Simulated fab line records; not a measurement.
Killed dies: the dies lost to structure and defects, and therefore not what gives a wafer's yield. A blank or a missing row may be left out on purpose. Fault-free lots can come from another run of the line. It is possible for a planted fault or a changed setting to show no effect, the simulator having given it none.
fab line records -- flow sfqLine
record: lots: 7, wafers: 21, lastDay: 82
route steps=325 shown L0V@17 M0@28 I0@43 M1@58 M8@325
lots untouched by any fault: they come from a run of this same line in which no faults occurred
startH: start of the lot's first displayed wafer, in hours after the record's first day -- waitH: hours from the lot's prior step to this one -- " as in the row above -- L1.1+2: a row that stands for several wafers -- - either no value or no given start -- * or withheld: withheld -- < > ~ a bound
route shown NAME@n: a module of which the file shows steps, and the number in the route of the first -- usual: average and standard deviation across the fault-free wafers -- same: alike in all rows -- chamber/n: place in a boat -- sites: readings site by site -- _std_site: standard deviation across them -- _edge_site: inner sites' mean taken away from outer sites' mean -- radiusMm: how far each site lies from the wafer's centre -- mask NAME#n: copy n -- behind: the most recent tool/chamber to have shaped the wafer -- hold: why the lot went on hold/how many hours it stayed there/how the hold came to an end -- device: names the non-switching transistor (n, p or np) -- end of line: tests run on the same wafers once the route is complete -- step lacking rows: just its recipe -- killed: dies that structure and defects cost at the first sort, which is not the same as the wafer's yield -- map: dies across one wafer; x = killed, . = not, _ = none there
set.NAME: setting as actually run; set.NAME@STEP: the setting as run at that earlier step -- model.NAME: the simulator's own value behind a step, which no gauge read
certain route steps with their lots: each step a table, each wafer a row
services: a tool's chamber out of use, with start hour (startH, from the record's first day; less than 0 if before it), hours out, and reason
== steps ==
step: SFQ_TRILAYER_L0_VIA_LITHO_COAT_018
recipe: resist: BARC, spinRpm: 3000, resistThkNm: 62
step: SFQ_TRILAYER_L0_VIA_LITHO_COAT_013
recipe: resist: KrF, spinRpm: 3063, resistThkNm: 650
step: SFQ_TRILAYER_L0_VIA_LITHO_SOFTBAKE_017
recipe: tempC: withheld, timeS: withheld, resist: KrF
step: SFQ_TRILAYER_L0_VIA_LITHO_EXPOSE_014
recipe: maskId: L0V, na: 0.6, sourceShape: conventional, sigmaOuter: 0.65, targetCdNm: 700, doseMj: 21.3
step: SFQ_TRILAYER_L0_VIA_LITHO_PEB_016
recipe: pebTempC: 115, pebTimeS: 60, resist: KrF
step: SFQ_TRILAYER_L0_VIA_LITHO_DEVELOP_015
recipe: timeS: 60, resist: KrF
step: SFQ_L0V_OVL_MEAS_903
usual: L0V_OVL: -1/4.9
lot.wafer,tool,chamber,startH,waitH,L0V_OVL[nm]
L931.1,overlay-02,-,109.08,0.1,-4
L931.2,overlay-02,-,109.08,0.1,-5
L931.5,overlay-02,-,109.08,0.1,0
L934.1,overlay-02,-,125.90,0.1,9
L934.3,overlay-02,-,125.90,0.1,10
L934.4,overlay-02,-,125.90,0.1,4
L937.1,overlay-02,-,150.91,0.1,-7
L937.2,overlay-02,-,150.91,0.1,-8
L937.3,overlay-02,-,150.91,0.1,-9
L938.3,overlay-02,-,155.72,0.1,-5
L938.5,overlay-02,-,155.72,0.1,-5
L938.6,overlay-02,-,155.72,0.1,-4
L939.3,overlay-02,-,164.12,0.1,-3
L939.4,overlay-02,-,164.12,0.1,-2
L939.5,overlay-02,-,164.12,0.1,-1
L940.1,overlay-02,-,168.91,0.1,0
L940.2,overlay-02,-,168.91,0.1,6
L940.6,overlay-02,-,168.91,0.1,5
L949.1,overlay-01,-,222.71,0.1,3
L949.5,overlay-01,-,222.71,0.1,2
L949.6,overlay-01,-,222.71,0.1,1
step: SFQ_TRILAYER_L0_VIA_BARC_OPEN_VIA_ETCH_021
recipe: maskMaterial: PR, chemistry: O2, targetDepthNm: 125, target: BARC, sourceW: 500, biasW: 80, pressureMtorr: 30, timeS: 41.7
step: SFQ_TRILAYER_L0_VIA_ETCH_VIA_ETCH_016
recipe: target: SiO2, stopOn: MoNx_KI, maskMaterial: PR, chemistry: CHF3, targetDepthNm: 80, sourceW: 500, biasW: 80, pressureMtorr: 30, timeS: withheld
step: SFQ_TRILAYER_L0_VIA_STRIP_STRIP_017
recipe: gas: O2, powerW: 200, platenTempC: 40, overashFraction: 0.65, chemistry: O2, pressureMtorr: 50
step: SFQ_TRILAYER_L0_VIA_STRIP_SOLV_CLEAN_018
recipe: chemistry: NMP, tempC: 70, timeS: 600
step: SFQ_TRILAYER_M0_DEP_PRE_CLEAN_020
recipe: gas: Ar, timeS: 15, biasV: 250
step: SFQ_TRILAYER_M0_DEP_SPUTTER_019
recipe: material: Nb, basePressurePa: 1.33e-06, chamberPressurePa: 0.1333, substrateTempC: 20, resputterCathodeVoltageV: 400, targetThkNm: 200, powerW: 1958, timeS: 133.3
usual: chamberPressurePa: 0.13324/0.00025, resputterCathodeVoltageV: 399/4, throttleValvePct: 30.0/0.85
lot.wafer,tool,chamber,startH,waitH,chamberPressurePa,resputterCathodeVoltageV,throttleValvePct,model.Nb_of_TRILAYER_M0_DEP_SPUTTER_019.thkNm
L931.1,pvdSputter-03,-,110.00,0.0,0.13304,398,29.6,197.6
L931.2,pvdSputter-03,-,110.00,0.0,0.13304,398,28.7,198.3
L931.5,pvdSputter-03,-,110.00,0.0,0.13336,395,30.4,197.3
L934.1,pvdSputter-05,-,126.82,0.0,0.13304,397,29.8,196.3
L934.3,pvdSputter-05,-,126.82,0.0,0.13317,401,28.3,195.5
L934.4,pvdSputter-05,-,126.82,0.0,0.13303,395,30.0,196.9
L937.1,pvdSputter-05,-,151.83,0.0,0.13299,409,30.5,173.1
L937.2,pvdSputter-05,-,151.83,0.0,0.1332,388,29.9,173.6
L937.3,pvdSputter-05,-,151.83,0.0,0.1333,406,28.0,173.1
L938.3,pvdSputter-05,-,156.63,0.0,0.13293,402,27.9,174
L938.5,pvdSputter-05,-,156.63,0.0,0.1335,392,29.8,174.7
L938.6,pvdSputter-05,-,156.63,0.0,0.13322,399,30.1,175.5
L939.3,pvdSputter-05,-,165.03,0.0,0.13338,393,30.2,176.4
L939.4,pvdSputter-05,-,165.03,0.0,0.13342,399,30.3,176.5
L939.5,pvdSputter-05,-,165.03,0.0,0.13318,396,29.8,176.1
L940.1,pvdSputter-03,-,169.85,0.0,0.13337,394,28.6,194.6
L940.2,pvdSputter-03,-,169.85,0.0,0.13362,401,29.6,193.7
L940.6,pvdSputter-03,-,169.85,0.0,0.13319,398,28.8,194.9
L949.1,pvdSputter-03,-,223.83,0.0,0.13321,402,30.4,196.8
L949.5,pvdSputter-03,-,223.83,0.0,0.13297,399,30.6,195.8
L949.6,pvdSputter-03,-,223.83,0.0,0.13309,402,30.3,196
step: SFQ_M0_RS_MEAS_904
recipe: thkMeasGauge: four-point-probe, reads: Nb_of_TRILAYER_M0_DEP_SPUTTER_019
usual: M0_NB_RS: 0.911/0.0088
lot.wafer,tool,chamber,startH,waitH,hold,M0_NB_RS[ohm/sq]
L931.1,filmMetro-02,-,110.09,0.0,-,0.901
L931.2,filmMetro-02,-,110.09,0.0,-,0.897
L931.5,filmMetro-02,-,110.09,0.0,-,0.901
L934.1,filmMetro-02,-,126.91,0.0,-,0.906
L934.3,filmMetro-02,-,126.91,0.0,-,0.908
L934.4,filmMetro-02,-,126.91,0.0,-,0.904
L937.1,filmMetro-02,-,151.92,0.0,awaitDispo/0.2h/release,1.032
L937.2,filmMetro-02,-,151.92,0.0,awaitDispo/0.2h/release,1.028
L937.3,filmMetro-02,-,151.92,0.0,awaitDispo/0.2h/release,1.028
L937.1,filmMetro-02,-,152.21,0.3,-,1.031
L937.2,filmMetro-02,-,152.21,0.3,-,1.027
L937.3,filmMetro-02,-,152.21,0.3,-,1.032
L938.3,filmMetro-01,-,156.76,0.1,awaitDispo/0.2h/release,1.027
L938.5,filmMetro-01,-,156.76,0.1,awaitDispo/0.2h/release,1.021
L938.6,filmMetro-01,-,156.76,0.1,awaitDispo/0.2h/release,1.016
L938.3,filmMetro-01,-,157.05,0.3,-,1.027
L938.5,filmMetro-01,-,157.05,0.3,-,1.024
L938.6,filmMetro-01,-,157.05,0.3,-,1.016
L939.3,filmMetro-01,-,165.16,0.1,awaitDispo/0.2h/release,1.011
L939.4,filmMetro-01,-,165.16,0.1,awaitDispo/0.2h/release,1.012
L939.5,filmMetro-01,-,165.16,0.1,awaitDispo/0.2h/release,1.014
L939.3,filmMetro-01,-,165.45,0.3,-,1.013
L939.4,filmMetro-01,-,165.45,0.3,-,1.010
L939.5,filmMetro-01,-,165.45,0.3,-,1.014
L940.1,filmMetro-04,-,169.94,0.0,-,0.916
L940.2,filmMetro-04,-,169.94,0.0,-,0.919
L940.6,filmMetro-04,-,169.94,0.0,-,0.915
L949.1,filmMetro-04,-,223.92,0.0,-,0.904
L949.5,filmMetro-04,-,223.92,0.0,-,0.909
L949.6,filmMetro-04,-,223.92,0.0,-,0.906
step: SFQ_TRILAYER_M0_LITHO_COAT_021
recipe: resist: KrF, spinRpm: 3000, resistThkNm: 600
step: SFQ_TRILAYER_M0_LITHO_SOFTBAKE_025
recipe: tempC: withheld, timeS: withheld, resist: KrF
step: SFQ_TRILAYER_M0_LITHO_EXPOSE_022
recipe: maskId: M0, na: 0.6, sourceShape: conventional, sigmaOuter: 0.65, targetCdNm: 500, doseMj: 14.55
step: SFQ_TRILAYER_M0_LITHO_PEB_024
recipe: pebTempC: 115, pebTimeS: 60, resist: KrF
step: SFQ_TRILAYER_M0_LITHO_DEVELOP_023
recipe: timeS: 60, resist: KrF
step: SFQ_M0_OVL_MEAS_906
usual: M0_OVL: 2/4.9
lot.wafer,tool,chamber,startH,waitH,M0_OVL[nm]
L931.1,overlay-02,-,189.31,0.1,-6
L931.2,overlay-02,-,189.31,0.1,-4
L931.5,overlay-02,-,189.31,0.1,-5
L934.1,overlay-02,-,209.71,0.1,10
L934.3,overlay-02,-,209.71,0.1,9
L934.4,overlay-02,-,209.71,0.1,5
L937.1,overlay-01,-,239.51,0.1,0
L937.2,overlay-01,-,239.51,0.1,3
L937.3,overlay-01,-,239.51,0.1,-1
L938.3,overlay-02,-,245.52,0.1,-2
L938.5,overlay-02,-,245.52,0.1,2
L938.6,overlay-02,-,245.52,0.1,3
L939.3,overlay-02,-,253.92,0.1,10
L939.4,overlay-02,-,253.92,0.1,10
L939.5,overlay-02,-,253.92,0.1,9
L940.1,overlay-01,-,258.71,0.1,-3
L940.2,overlay-01,-,258.71,0.1,1
L940.6,overlay-01,-,258.71,0.1,1
L949.1,overlay-02,-,318.76,0.1,8
L949.5,overlay-02,-,318.76,0.1,2
L949.6,overlay-02,-,318.76,0.1,5
step: SFQ_TRILAYER_M0_BARC_OPEN_METAL_ETCH_031
recipe: maskMaterial: PR, chemistry: O2, targetDepthNm: 125, target: BARC, icpW: 600, biasW: 80, pressureMtorr: 10, timeS: 41.7
usual: drypumpMotorCurrentA: 5.29/0.16, oesProductAu: 0.685/0.0043
lot.wafer,tool,chamber,startH,waitH,drypumpMotorCurrentA,oesProductAu,rfHoursCounterH
L931.1,rieMetal-02,1,189.34,0.0,5.28,0.685,102
L931.2,rieMetal-02,0,189.34,0.0,5.30,0.690,52
L931.5,rieMetal-02,0,189.34,0.0,5.30,0.686,-
L934.1,rieMetal-04,0,209.74,0.0,5.02,0.691,112
L934.3,rieMetal-04,0,209.74,0.0,5.06,0.681,-
L934.4,rieMetal-04,1,209.74,0.0,5.47,0.685,-
L937.1,rieMetal-02,0,239.54,0.0,5.26,0.689,60
L937.2,rieMetal-02,1,239.54,0.0,5.28,0.683,110
L937.3,rieMetal-02,1,239.54,0.0,5.24,0.687,-
L938.3,rieMetal-01,1,245.56,0.0,5.64,0.694,-
L938.5,rieMetal-01,1,245.56,0.0,5.63,0.679,-
L938.6,rieMetal-01,0,245.56,0.0,5.23,0.680,-
L939.3,rieMetal-02,1,253.96,0.0,5.26,0.679,-
L939.4,rieMetal-02,0,253.96,0.0,5.30,0.682,-
L939.5,rieMetal-02,1,253.96,0.0,5.27,0.668,-
L940.1,rieMetal-01,1,258.74,0.0,5.63,0.687,60
L940.2,rieMetal-01,0,258.74,0.0,5.20,0.684,87
L940.6,rieMetal-01,1,258.74,0.0,5.61,0.683,-
L949.1,rieMetal-02,0,318.79,0.0,5.28,0.689,75
L949.5,rieMetal-02,0,318.79,0.0,5.27,0.686,-
L949.6,rieMetal-02,1,318.79,0.0,5.26,0.688,-
step: SFQ_TRILAYER_M0_ETCH_METAL_ETCH_024
recipe: target: Nb, stopOn: SiO2, maskMaterial: PR, chemistry: Cl2/Ar, targetDepthNm: 240, icpW: 600, biasW: 80, pressureMtorr: 10, timeS: 120
usual: drypumpMotorCurrentA: 5.29/0.16, oesProductAu: 0.884/0.0066
lot.wafer,tool,chamber,startH,waitH,drypumpMotorCurrentA,oesProductAu,rfHoursCounterH
L931.1,rieMetal-02,1,189.40,0.0,5.26,0.878,102
L931.2,rieMetal-02,0,189.40,0.0,5.30,0.893,52
L931.5,rieMetal-02,0,189.40,0.0,5.29,0.887,-
L934.1,rieMetal-04,0,209.80,0.0,5.06,0.884,112
L934.3,rieMetal-04,0,209.80,0.0,5.02,0.886,-
L934.4,rieMetal-04,1,209.80,0.0,5.46,0.892,-
L937.1,rieMetal-02,0,239.60,0.0,5.29,0.828,60
L937.2,rieMetal-02,1,239.60,0.0,5.30,0.823,110
L937.3,rieMetal-02,1,239.60,0.0,5.27,0.820,-
L938.3,rieMetal-01,1,245.65,0.1,5.62,0.823,-
L938.5,rieMetal-01,1,245.65,0.1,5.62,0.831,-
L938.6,rieMetal-01,0,245.65,0.1,5.20,0.843,-
L939.3,rieMetal-02,1,254.05,0.1,5.29,0.826,-
L939.4,rieMetal-02,0,254.05,0.1,5.28,0.841,-
L939.5,rieMetal-02,1,254.05,0.1,5.25,0.828,-
L940.1,rieMetal-01,1,258.80,0.0,5.62,0.881,60
L940.2,rieMetal-01,0,258.80,0.0,5.22,0.878,87
L940.6,rieMetal-01,1,258.80,0.0,5.60,0.886,-
L949.1,rieMetal-02,0,318.85,0.0,5.29,0.887,75
L949.5,rieMetal-02,0,318.85,0.0,5.29,0.884,-
L949.6,rieMetal-02,1,318.85,0.0,5.29,0.887,-
step: SFQ_TRILAYER_M0_STRIP_STRIP_025
recipe: gas: O2, powerW: 200, platenTempC: 40, overashFraction: 0.65, chemistry: O2, pressureMtorr: 50
usual: drypumpMotorCurrentA: 5.28/0.16, oesProductAu: 0.998/0.0078
lot.wafer,tool,chamber,startH,waitH,drypumpMotorCurrentA,oesProductAu,rfHoursCounterH
L931.1,rieMetal-02,1,189.53,0.1,5.26,0.990,102
L931.2,rieMetal-02,0,189.53,0.1,5.29,0.993,52
L931.5,rieMetal-02,0,189.53,0.1,5.29,0.996,-
L934.1,rieMetal-04,0,209.93,0.1,5.05,0.999,112
L934.3,rieMetal-04,0,209.93,0.1,5.04,1.009,-
L934.4,rieMetal-04,1,209.93,0.1,5.46,0.996,-
L937.1,rieMetal-02,0,239.73,0.1,5.26,0.985,60
L937.2,rieMetal-02,1,239.73,0.1,5.27,0.996,110
L937.3,rieMetal-02,1,239.73,0.1,5.27,0.994,-
L938.3,rieMetal-01,1,245.93,0.2,5.60,1.001,-
L938.5,rieMetal-01,1,245.93,0.2,5.60,0.997,-
L938.6,rieMetal-01,0,245.93,0.2,5.19,1.000,-
L939.3,rieMetal-02,1,254.33,0.2,5.26,0.999,-
L939.4,rieMetal-02,0,254.33,0.2,5.29,0.993,-
L939.5,rieMetal-02,1,254.33,0.2,5.25,0.993,-
L940.1,rieMetal-01,1,258.93,0.1,5.60,1.004,60
L940.2,rieMetal-01,0,258.93,0.1,5.18,1.007,87
L940.6,rieMetal-01,1,258.93,0.1,5.61,0.998,-
L949.1,rieMetal-02,0,318.98,0.1,5.28,0.997,75
L949.5,rieMetal-02,0,318.98,0.1,5.29,0.993,-
L949.6,rieMetal-02,1,318.98,0.1,5.29,0.999,-
step: SFQ_TRILAYER_M0_STRIP_SOLV_CLEAN_026
recipe: chemistry: NMP, tempC: 70, timeS: 600
step: SFQ_TRILAYER_I0_DEP_PECVD_027
recipe: material: SiO2, tempC: 150, timeS: 111.11, pressureTorr: 2.4, rfW: 183.3, precursor: SiH4/N2O, targetThkNm: 500
usual: heaterPowerW: 78/13, throttleValvePct: 25.3/0.99
lot.wafer,tool,chamber,startH,waitH,heaterPowerW,throttleValvePct
L931.1,pecvd-04,2,190.30,0.0,70,23.4
L931.2,pecvd-04,0,190.30,0.0,82,23.7
L931.5,pecvd-04,2,190.30,0.0,71,23.3
L934.1,pecvd-01,0,210.70,0.0,66,25.8
L934.3,pecvd-01,1,210.70,0.0,85,26.3
L934.4,pecvd-01,2,210.70,0.0,79,25.4
L937.1,pecvd-03,1,240.50,0.0,78,24.6
L937.2,pecvd-03,2,240.50,0.0,86,26.1
L937.3,pecvd-03,0,240.50,0.0,59,25.1
L938.3,pecvd-03,1,246.50,0.0,78,24.8
L938.5,pecvd-03,1,246.50,0.0,79,24.7
L938.6,pecvd-03,2,246.50,0.0,80,26.1
L939.3,pecvd-03,2,254.90,0.0,81,25.8
L939.4,pecvd-03,0,254.90,0.0,58,25.0
L939.5,pecvd-03,1,254.90,0.0,78,24.7
L940.1,pecvd-04,1,259.72,0.0,118,23.9
L940.2,pecvd-04,0,259.72,0.0,82,24.5
L940.6,pecvd-04,2,259.72,0.0,71,23.2
L949.1,pecvd-03,2,319.75,0.0,81,26.2
L949.5,pecvd-03,2,319.75,0.0,85,26.4
L949.6,pecvd-03,0,319.75,0.0,59,25.4
step: SFQ_TRILAYER_I0_CMP_CMP_028
recipe: material: SiO2, downForcePsi: 3, platenRpm: 60, padVelocityMS: 0.94248
step: SFQ_I0_BOW_MEAS_907
recipe: mode: bow
usual: I0_BOW: 1/7.2
lot.wafer,tool,chamber,startH,waitH,I0_BOW[um]
L931.1,filmMetro-03,-,194.53,2.0,0
L931.2,filmMetro-03,-,194.53,2.0,-6
L931.5,filmMetro-03,-,194.53,2.0,-1
L934.1,filmMetro-03,-,213.78,2.0,4
L934.3,filmMetro-03,-,213.78,2.0,-1
L934.4,filmMetro-03,-,213.78,2.0,3
L937.1,filmMetro-03,-,249.64,2.0,-14
L937.2,filmMetro-03,-,249.64,2.0,-1
L937.3,filmMetro-03,-,249.64,2.0,-2
L938.3,filmMetro-01,-,255.68,1.0,2
L938.5,filmMetro-01,-,255.68,1.0,-6
L938.6,filmMetro-01,-,255.68,1.0,5
L939.3,filmMetro-04,-,273.68,2.5,9
L939.4,filmMetro-04,-,273.68,2.5,12
L939.5,filmMetro-04,-,273.68,2.5,0
L940.1,filmMetro-04,-,281.74,1.5,4
L940.2,filmMetro-04,-,281.74,1.5,-2
L940.6,filmMetro-04,-,281.74,1.5,6
L949.1,filmMetro-04,-,330.64,2.0,3
L949.5,filmMetro-04,-,330.64,2.0,6
L949.6,filmMetro-04,-,330.64,2.0,-5
step: SFQ_TRILAYER_I0_METRO_MEASURE_029
step: SFQ_TRILAYER_I0_VIA_LITHO_COAT_036
recipe: resist: BARC, spinRpm: 3000, resistThkNm: 62
step: SFQ_TRILAYER_I0_VIA_LITHO_COAT_031
recipe: resist: KrF, spinRpm: 3000, resistThkNm: 650
step: SFQ_TRILAYER_I0_VIA_LITHO_SOFTBAKE_035
recipe: tempC: withheld, timeS: withheld, resist: KrF
step: SFQ_TRILAYER_I0_VIA_LITHO_EXPOSE_032
recipe: maskId: I0, na: 0.6, sourceShape: conventional, sigmaOuter: 0.65, targetCdNm: 500, doseMj: 21.57
step: SFQ_TRILAYER_I0_VIA_LITHO_PEB_034
recipe: pebTempC: 115, pebTimeS: 60, resist: KrF
step: SFQ_TRILAYER_I0_VIA_LITHO_DEVELOP_033
recipe: timeS: 60, resist: KrF
step: SFQ_I0_OVL_MEAS_908
usual: I0_OVL: 0/4.5
lot.wafer,tool,chamber,startH,waitH,I0_OVL[nm]
L931.1,overlay-02,-,288.71,0.1,3
L931.2,overlay-02,-,288.71,0.1,11
L931.5,overlay-02,-,288.71,0.1,10
L934.1,overlay-02,-,308.31,0.1,2
L934.3,overlay-02,-,308.31,0.1,7
L934.4,overlay-02,-,308.31,0.1,6
L937.1,overlay-02,-,350.04,0.1,1
L937.2,overlay-02,-,350.04,0.1,9
L937.3,overlay-02,-,350.04,0.1,5
L938.3,overlay-02,-,357.25,0.1,8
L938.5,overlay-02,-,357.25,0.1,2
L938.6,overlay-02,-,357.25,0.1,8
L939.3,overlay-02,-,378.80,0.1,-6
L939.4,overlay-02,-,378.80,0.1,0
L939.5,overlay-02,-,378.80,0.1,4
L940.1,overlay-01,-,390.59,0.1,3
L940.2,overlay-01,-,390.59,0.1,-1
L940.6,overlay-01,-,390.59,0.1,-4
L949.1,overlay-01,-,450.59,0.1,-1
L949.5,overlay-01,-,450.59,0.1,-2
L949.6,overlay-01,-,450.59,0.1,-1
step: SFQ_TRILAYER_I0_VIA_BARC_OPEN_VIA_ETCH_046
recipe: maskMaterial: PR, chemistry: O2, targetDepthNm: 125, target: BARC, sourceW: 500, biasW: 80, pressureMtorr: 30, timeS: 41.7
usual: drypumpMotorCurrentA: 5.81/0.29, oesProductAu: 0.685/0.0047
lot.wafer,tool,chamber,startH,waitH,drypumpMotorCurrentA,oesProductAu,rfHoursCounterH
L931.1,rieDiel-02,0,288.74,0.0,5.54,0.688,0
L931.2,rieDiel-02,3,288.74,0.0,6.46,0.682,107
L931.5,rieDiel-02,2,288.74,0.0,5.31,0.680,-
L934.1,rieDiel-04,2,308.34,0.0,5.97,0.684,5
L934.3,rieDiel-04,1,308.34,0.0,6.07,0.686,65
L934.4,rieDiel-04,0,308.34,0.0,5.53,0.679,52
L937.1,rieDiel-01,3,350.07,0.0,5.66,0.687,27
L937.2,rieDiel-01,2,350.07,0.0,5.53,0.679,119
L937.3,rieDiel-01,0,350.07,0.0,6.05,0.676,1
L938.3,rieDiel-02,0,357.27,0.0,5.62,0.686,1
L938.5,rieDiel-02,2,357.27,0.0,5.29,0.688,-
L938.6,rieDiel-02,0,357.27,0.0,5.59,0.687,-
L939.3,rieDiel-04,1,378.83,0.0,6.10,0.684,66
L939.4,rieDiel-04,0,378.83,0.0,5.49,0.679,53
L939.5,rieDiel-04,0,378.83,0.0,5.46,0.683,-
L940.1,rieDiel-04,2,390.63,0.0,5.92,0.689,7
L940.2,rieDiel-04,0,390.63,0.0,5.48,0.688,53
L940.6,rieDiel-04,3,390.63,0.0,5.92,0.687,-
L949.1,rieDiel-01,0,450.63,0.0,6.03,0.687,3
L949.5,rieDiel-01,0,450.63,0.0,6.03,0.685,-
L949.6,rieDiel-01,3,450.63,0.0,5.66,0.691,-
step: SFQ_TRILAYER_I0_VIA_ETCH_VIA_ETCH_034
recipe: target: SiO2, stopOn: Nb, maskMaterial: PR, taperDeg: 20, chemistry: CHF3, targetDepthNm: 260, sourceW: 500, biasW: 80, pressureMtorr: 30, timeS: withheld
usual: drypumpMotorCurrentA: 5.81/0.29, oesProductAu: 0.856/0.005
lot.wafer,tool,chamber,startH,waitH,drypumpMotorCurrentA,oesProductAu
L931.1,rieDiel-02,0,288.78,0.0,5.55,0.847
L931.2,rieDiel-02,3,288.78,0.0,6.46,0.854
L931.5,rieDiel-02,2,288.78,0.0,5.29,0.852
L934.1,rieDiel-04,2,308.38,0.0,5.99,0.853
L934.3,rieDiel-04,1,308.38,0.0,6.05,0.846
L934.4,rieDiel-04,0,308.38,0.0,5.51,0.855
L937.1,rieDiel-01,3,350.11,0.0,5.67,0.858
L937.2,rieDiel-01,2,350.11,0.0,5.55,0.855
L937.3,rieDiel-01,0,350.11,0.0,6.00,0.850
L938.3,rieDiel-02,0,357.31,0.0,5.55,0.861
L938.5,rieDiel-02,2,357.31,0.0,5.30,0.850
L938.6,rieDiel-02,0,357.31,0.0,5.58,0.845
L939.3,rieDiel-04,1,378.87,0.0,6.05,0.846
L939.4,rieDiel-04,0,378.87,0.0,5.52,0.861
L939.5,rieDiel-04,0,378.87,0.0,5.48,0.857
L940.1,rieDiel-04,2,390.67,0.0,5.93,0.858
L940.2,rieDiel-04,0,390.67,0.0,5.52,0.865
L940.6,rieDiel-04,3,390.67,0.0,5.91,0.861
L949.1,rieDiel-01,0,450.67,0.0,6.00,0.855
L949.5,rieDiel-01,0,450.67,0.0,6.01,0.853
L949.6,rieDiel-01,3,450.67,0.0,5.68,0.865
step: SFQ_TRILAYER_I0_VIA_STRIP_STRIP_035
recipe: gas: O2, powerW: 200, platenTempC: 40, overashFraction: 0.65, chemistry: O2, pressureMtorr: 50
step: SFQ_TRILAYER_I0_VIA_STRIP_SOLV_CLEAN_036
recipe: chemistry: NMP, tempC: 70, timeS: 600
step: SFQ_TRILAYER_M1_DEP_PRE_CLEAN_038
recipe: gas: Ar, timeS: 22.5, biasV: 250
step: SFQ_M8_BOW_MEAS_951
recipe: mode: bow
usual: M8_BOW: 8/9.6
lot.wafer,tool,chamber,startH,waitH,M8_BOW[um],model.etest.m0.ohmUm,model.etest.m0.ohmSq,model.etest.i0.linkOhm
L931.1,filmMetro-01,-,1633.88,0.0,22,1.802,0.9011,1.971
L931.2,filmMetro-01,-,1633.88,0.0,14,1.806,0.8981,1.98
L931.5,filmMetro-01,-,1633.88,0.0,21,1.812,0.9025,1.979
L934.1,filmMetro-04,-,1663.43,0.0,5,1.827,0.9073,1.997
L934.3,filmMetro-04,-,1663.43,0.0,-1,1.827,0.9106,1.998
L934.4,filmMetro-04,-,1663.43,0.0,3,1.812,0.9045,2.007
L937.1,filmMetro-03,-,1773.29,0.0,-5,2.073,1.029,2.114
L937.2,filmMetro-03,-,1773.29,0.0,7,2.057,1.026,2.119
L937.3,filmMetro-03,-,1773.29,0.0,7,2.071,1.029,2.116
L938.3,filmMetro-01,-,1776.92,0.0,5,2.056,1.023,2.09
L938.5,filmMetro-01,-,1776.92,0.0,-4,2.05,1.019,2.092
L938.6,filmMetro-01,-,1776.92,0.0,7,2.038,1.015,2.093
L939.3,filmMetro-01,-,1778.28,0.0,11,2.022,1.01,2.08
L939.4,filmMetro-01,-,1778.28,0.0,13,2.034,1.009,2.068
L939.5,filmMetro-01,-,1778.28,0.0,1,2.03,1.011,2.088
L940.1,filmMetro-04,-,1779.54,0.0,3,1.842,0.9148,1.992
L940.2,filmMetro-04,-,1779.54,0.0,-4,1.847,0.9192,1.983
L940.6,filmMetro-04,-,1779.54,0.0,6,1.841,0.9137,1.986
L949.1,filmMetro-01,-,1973.70,0.0,4,1.821,0.9049,1.988
L949.5,filmMetro-01,-,1973.70,0.0,8,1.831,0.9093,1.981
L949.6,filmMetro-01,-,1973.70,0.0,-2,1.819,0.9083,1.984
== services ==
tool,chamber,startH,hours,kind
rieDiel-02,1,92.68,7.7,repair
pvdSputter-05,-,106.23,12.8,repair
pecvd-03,-,110.13,3.1,repair
rieDiel-02,1,118.63,5.2,repair
pvdSputter-05,-,121.52,3.6,repair
rieDiel-01,-,149.05,0.6,repair
rieDiel-04,3,164.16,8.4,repair
rieMetal-01,-,183.82,4.3,pm
pvdSputter-05,-,213.92,5.0,repair
rieDiel-04,3,224.36,18.4,repair
rieDiel-01,3,259.51,21.5,repair
rieDiel-01,-,294.75,14.6,pm
rieDiel-04,-,297.97,2.8,pm
rieMetal-02,0,312.35,1.2,repair
pecvd-03,1,316.68,11.3,repair
rieDiel-01,2,317.17,12.3,repair
rieDiel-04,3,318.25,13.4,repair
rieDiel-04,0,333.04,14.9,repair
rieMetal-01,-,351.33,2.8,pm
rieMetal-02,-,404.33,0.9,repair
rieDiel-04,0,426.37,14.1,repair
rieMetal-01,-,427.14,14.6,pm
rieMetal-01,0,443.13,12.8,repair
rieDiel-04,0,446.45,9.3,repair
== key ==
firstSign: step: SFQ_M0_RS_MEAS_904, reading: visit, direction: added
effect: step: SFQ_M0_RS_MEAS_904, reading: M0_NB_RS, direction: up, sigmas: 13, usual: 0.911, struck: 1.021
effect: step: SFQ_TRILAYER_M0_ETCH_METAL_ETCH_024, reading: oesProductAu, direction: down, sigmas: 8.2, usual: 0.884, struck: 0.829
modelEffect: step: SFQ_TRILAYER_M0_DEP_SPUTTER_019, value: Nb_of_TRILAYER_M0_DEP_SPUTTER_019.thkNm, without: 195.4, struck: 174.8
modelEffect: step: SFQ_M8_BOW_MEAS_951, value: etest.m0.ohmUm, without: 1.832, struck: 2.048
metAt SFQ_TRILAYER_M0_DEP_SPUTTER_019
struckWafers L937.1,L937.2,L937.3,L938.3,L938.5,L938.6,L939.3,L939.4,L939.5
onsetBetween 126.82 151.83
fault: kind: processParameterDrift, tool: pvdSputter-05, chamber: -, onsetH: 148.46, steps: SFQ_TRILAYER_M0_DEP_SPUTTER_019, channel: timeS, offset: *, shape: step, endH: 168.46, actsIn: *, stated: *
